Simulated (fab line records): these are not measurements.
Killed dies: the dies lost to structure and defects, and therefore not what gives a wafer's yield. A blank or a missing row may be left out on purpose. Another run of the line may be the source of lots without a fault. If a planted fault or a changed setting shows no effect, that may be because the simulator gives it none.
Comparing a struck lot with a sound one :: flow sfqLine :: 14 steps out of a route of 325
Sound: these wafers, L718.3, L718.4, L718.5. Struck: wafer L726.1 (L726.5, L726.6, from the same lot, were not struck and are left out); the cause is given at the end.
At each step with rows: each side's tool, then ch and its chambers, then its first start. Under that, the readings that differ: sound wafers :: struck wafers :: difference of the means :: sigmas: that difference in standard deviations of wafers without a fault.
alike: a reading whose means differ by less than 2 such deviations, as well as words and numbers matching on both sides. not compared: withheld readings; readings where some wafer has no value; bounds like >300 that might hide an equal value; numbers whose values overlap and for which the record gives no deviation.
The two part at a step that has a row with sigmas, a row that says differs or no value, or rows on one side only. Numbers that have no deviation but don't overlap get no sigmas and don't part them. Lack of a reading on every wafer of one side parts them only where that side has two or more wafers.

first, 6 steps without rows for these wafers: SFQ_TRILAYER_M5_LITHO_COAT_128 (resist thk 62 nm); SFQ_TRILAYER_M5_LITHO_COAT_123 (resist thk 600 nm); SFQ_TRILAYER_M5_LITHO_SOFTBAKE_127; SFQ_TRILAYER_M5_LITHO_EXPOSE_124 (exposes mask M5, target cd 700 nm); SFQ_TRILAYER_M5_LITHO_PEB_126 (peb time 60 s); SFQ_TRILAYER_M5_LITHO_DEVELOP_125 (time 60 s).
SFQ_M5_OVL_MEAS_932:
  sound: overlay-02 at day 49 02:01; struck: overlay-01 at day 53 01:38
  alike: M5_OVL
SFQ_TRILAYER_M5_BARC_OPEN_METAL_ETCH_161: etches BARC in O2, target depth 125 nm, time 41.7 s.
  sound on rieMetal-02 ch 0,1, day 49 02:04; struck on rieMetal-01 ch 0, day 53 01:40
reading: rfHoursCounterH (h)
sound: - - -
struck: 93
difference: no value on the sound wafers
sigmas: 
  alike: drypumpMotorCurrentA, oesProductAu
SFQ_TRILAYER_M5_ETCH_METAL_ETCH_126: etches Nb in Cl2/BCl3, stops on SiO2, time 203.2 s, target depth 265 nm.
  sound on rieMetal-02 ch 0,1, day 49 02:10; struck on rieMetal-01 ch 0, day 53 01:44
reading: rfHoursCounterH (h)
sound: - - -
struck: 93
difference: no value on the sound wafers
sigmas: 
  alike: drypumpMotorCurrentA, oesProductAu
SFQ_TRILAYER_M5_STRIP_STRIP_127: strips in O2.
  sound on rieMetal-02 ch 0,1, day 49 02:30; struck on rieMetal-01 ch 0, day 53 01:56
reading: rfHoursCounterH (h)
sound: - - -
struck: 94
difference: no value on the sound wafers
sigmas: 
  alike: drypumpMotorCurrentA, oesProductAu
then, 1 step without rows for these wafers: SFQ_TRILAYER_M5_STRIP_SOLV_CLEAN_128 (cleans in NMP, time 600 s).
SFQ_TRILAYER_A5B_DEP_PECVD_129: deposits SiO2 from SiH4/N2O, time 133.33 s, target thk 600 nm.
  sound on pecvd-01 ch 0,1,2, day 49 03:04; struck on pecvd-04 ch 0, day 53 02:42
  alike: heaterPowerW, throttleValvePct
  not compared: sinceWetCleanH
SFQ_TRILAYER_A5B_CMP_CMP_130: polishes, stops on Nb, target thk 340.7 nm.
  sound on cmp-01 ch 0,1,2, day 49 22:46; struck on cmp-02 ch 2, day 53 15:09
reading: headPressurePsi (psi)
sound: 3.003 2.999 3.004
struck: 2.689
difference: -0.313
sigmas: -45
  alike: motorCurrentA, slurryFilterDpKPa
SFQ_TRILAYER_A5B_METRO_MEASURE_131:
  sound: filmMetro-04 at day 50 02:10; struck: filmMetro-02 at day 53 17:09
  alike: thkNm

## WHERE THEY PART
First at SFQ_TRILAYER_M5_BARC_OPEN_METAL_ETCH_161; last, within this record, at SFQ_TRILAYER_A5B_CMP_CMP_130. Later steps at which nothing parts them and some readings are alike: SFQ_TRILAYER_A5B_METRO_MEASURE_131.

WHY: the cause the simulator had injected
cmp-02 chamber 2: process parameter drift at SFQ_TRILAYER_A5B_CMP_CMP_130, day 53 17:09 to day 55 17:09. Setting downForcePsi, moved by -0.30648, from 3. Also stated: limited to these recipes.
